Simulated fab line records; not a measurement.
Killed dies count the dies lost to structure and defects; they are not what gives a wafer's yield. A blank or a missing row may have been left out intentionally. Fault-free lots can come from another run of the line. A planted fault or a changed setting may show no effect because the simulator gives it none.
A struck lot beside a sound one    flow sky130    36 out of 708 route steps
Sound: wafers L478.1, L478.3, L478.6. The struck wafers were L486.1, L486.2, L486.4. Last of all comes the cause.
For every step that has rows: the tool of each side, followed by ch and its chambers, followed by its first start. Under that, the readings that differ: sound wafers    struck wafers    difference of the means    sigmas: that difference in standard deviations of wafers without a fault.
alike: readings whose means differ by less than 2 such deviations, and words and numbers that are the same on both sides. not compared: withheld readings, readings that some wafer has no value for, bounds like >300 that may hide the same value, and numbers for which the record gives no deviation and whose values overlap.
A row with sigmas, a row that says differs or no value, or rows on one side alone: a step with any of these is where the two part. Non-overlapping numbers with no deviation appear without sigmas and do not part them. A reading that every wafer of one side lacks parts them only if that side has two wafers or more.

first, 10 steps without rows for these wafers: SKY_GATE_OXIDE_COAT_05 (resist thk 1140 nm); SKY_GATE_OXIDE_SOFTBAKE_06 (time 60 s); SKY_GATE_OXIDE_EXPOSE_07 (exposes mask LVOM, target cd 600 nm); SKY_GATE_OXIDE_PEB_08; SKY_GATE_OXIDE_DEVELOP_09 (develop time 60 s); SKY_GATE_OXIDE_IMPLANT_11; SKY_GATE_OXIDE_WET_ETCH_12 (etches SiO2 in dHF, target depth 16.8 nm, time 336 s); SKY_GATE_OXIDE_STRIP_13 (strips in O2/N2); SKY_GATE_OXIDE_CLEAN_15 (cleans in SC1/SC2, time 150 s); SKY_GATE_OXIDE_OXIDATION_16 (stabilise 600 s, purge 300 s, target thk 3.57 nm).
SKY_POLY_GATE_CVD_00: deposits poly-Si, target thk 180 nm, time 720 s.
  sound on lpcvd-01 ch 0, day 16 21:35; struck on lpcvd-01 ch 1, day 18 00:47
reading                                       sound              struck             difference  sigmas
spikeTcCentreC (C)                            621.6 620.2 620.1  611.0 611.0 608.2  -10.6       -6
spikeTcLowerC (C)                             619.7 622.2 620.3  613.6 609.8 612.2  -8.9        -8
spikeTcTopC (C)                               643.8 643.0 643.5  632.3 632.5 633.4  -10.7       -7
spikeTcUpperC (C)                             620.2 621.8 620.6  611.8 608.8 610.4  -10.5       -8
model.poly-Si_of_POLY_GATE_CVD_00.thkNm (nm)  178 177.9 179.8    144.9 147 146.5    -32.4       
  alike: zonePowerCentrePct
SKY_POLY_GATE_THK_MEAS_01:
  sound on filmMetro-02, day 16 22:47; struck on filmMetro-03, day 18 01:59
reading                    sound              struck             difference  sigmas
POLY_GATE_CVD_00_THK (nm)  178.0 177.8 179.7  144.8 147.0 146.5  -32.4       -23
then, 9 steps without rows for these wafers: SKY_RES_PROTECT_DEHYDRATE_00 (time 60 s); SKY_RES_PROTECT_HMDS_01 (prime time 60 s); SKY_RES_PROTECT_COAT_02 (resist thk 1140 nm); SKY_RES_PROTECT_SOFTBAKE_03 (time 60 s); SKY_RES_PROTECT_EXPOSE_04 (exposes mask RPM, target cd 1270 nm); SKY_RES_PROTECT_PEB_05; SKY_RES_PROTECT_DEVELOP_06 (develop time 60 s); SKY_POLY_GATE_IMPLANT_02; SKY_RES_PROTECT_STRIP_07 (strips in O2/N2).
SKY_RES_PROTECT_CLEAN_09: cleans in SC1/SC2, time 150 s.
  sound on wetBench-01 ch 1, day 18 02:34; struck on wetBench-02 ch 0, day 19 07:41
reading                                       sound              struck             difference  sigmas
model.poly-Si_of_POLY_GATE_CVD_00.thkNm (nm)  177.4 177.3 179.2  144.2 146.4 145.9  -32.5       
then, 11 steps without rows for these wafers: SKY_POLY_GATE_CVD_03 (deposits Si3N4 from DCS/NH3, target thk 75 nm, time 1290 s); SKY_POLY_GATE_DEHYDRATE_05 (time 60 s); SKY_POLY_GATE_HMDS_06 (prime time 60 s); SKY_POLY_GATE_COAT_07 (resist thk 110 nm); SKY_POLY_GATE_COAT_08 (resist thk 450 nm); SKY_POLY_GATE_SOFTBAKE_09 (time 90 s); SKY_POLY_GATE_EXPOSE_10 (exposes mask P1M, target cd 150 nm); SKY_POLY_GATE_PEB_11; SKY_POLY_GATE_DEVELOP_12 (develop time 60 s); SKY_POLY_GATE_ETCH_15 (etches BARC in N2/H2, stops on SiO2, time 118.5 s, target depth 110 nm); SKY_POLY_GATE_ETCH_16 (etches Si3N4 in CH3F/O2, stops on poly-Si, time 147.5 s, target depth 75 nm).
SKY_POLY_GATE_ETCH_17: etches poly-Si in HBr/Cl2, stops on SiO2, target depth 180 nm, time 70.5 s.
  sound on rieSi-02 ch 0,1,3, day 19 14:01; struck on rieSi-01 ch 0,1, day 20 16:42
reading                              sound              struck             difference  sigmas
oesProductAu (a.u.)                  0.989 0.983 0.976  0.855 0.872 0.861  -0.120      -14
model.etch.depthNm (nm)              177.4 177.3 175.4  144.2 146.4 145.9  -31.2       
model.POLY_GATE.featureDepthNm (nm)  177.4 177.3 175.4  144.2 146.4 145.9  -31.2       
  alike: drypumpMotorCurrentA, throttleValvePct
  not compared: rfHoursCounterH
then, 1 step without rows for these wafers: SKY_POLY_GATE_STRIP_18 (strips in O2/N2).
-- record jumps: 28 days separate the struck wafers' starts on either side; left off in module POLY_GATE, taken up again in module PAD_OPEN, whose first shown step is the route's number 708 --
SKY_PAD_OPEN_PROBE_99:
  sound on prober-02, day 48 06:28; struck on prober-02, day 48 17:08
reading                          sound              struck             difference  sigmas
killedAtContacts                 26 28 36           23 18 11           -13         -2
killedOpen                       53 44 59           44 32 33           -16         -2
model.etest.resHighPo.lineOhmUm  727.6 753.5 741.5  912.7 886.6 882.2  +153.0      
model.etest.resPoly.lineOhmUm    498.4 507.1 504.7  619.2 638.5 617.9  +121.8      
model.etest.tipSonos.rsOhmSq     2655 2642 2702     2527 2490 2515     -156        
model.etest.resHighPo.rsOhmSq    264.2 261.6 260.7  318.7 308.1 308.9  +49.7       
model.etest.resPoly.rsOhmSq      49.07 48.85 48.54  59.61 57.96 58.16  +9.76       
model.etest.capLiToPoly.cAfUm2   94.74 95.56 98.5   87.83 91.55 88.9   -6.84       
  alike: killed_at_M0_to_M3, killed_at_M4_up, killedAtFrontEnd, killedAtOther, killedDies, killedOnRim, killedShort

## WHERE THEY PART
Last at SKY_PAD_OPEN_PROBE_99 as far as this record goes, first at SKY_POLY_GATE_CVD_00.

WHY: whatever the simulator had introduced
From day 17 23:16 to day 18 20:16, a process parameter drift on lpcvd-01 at SKY_POLY_GATE_CVD_00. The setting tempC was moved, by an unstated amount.
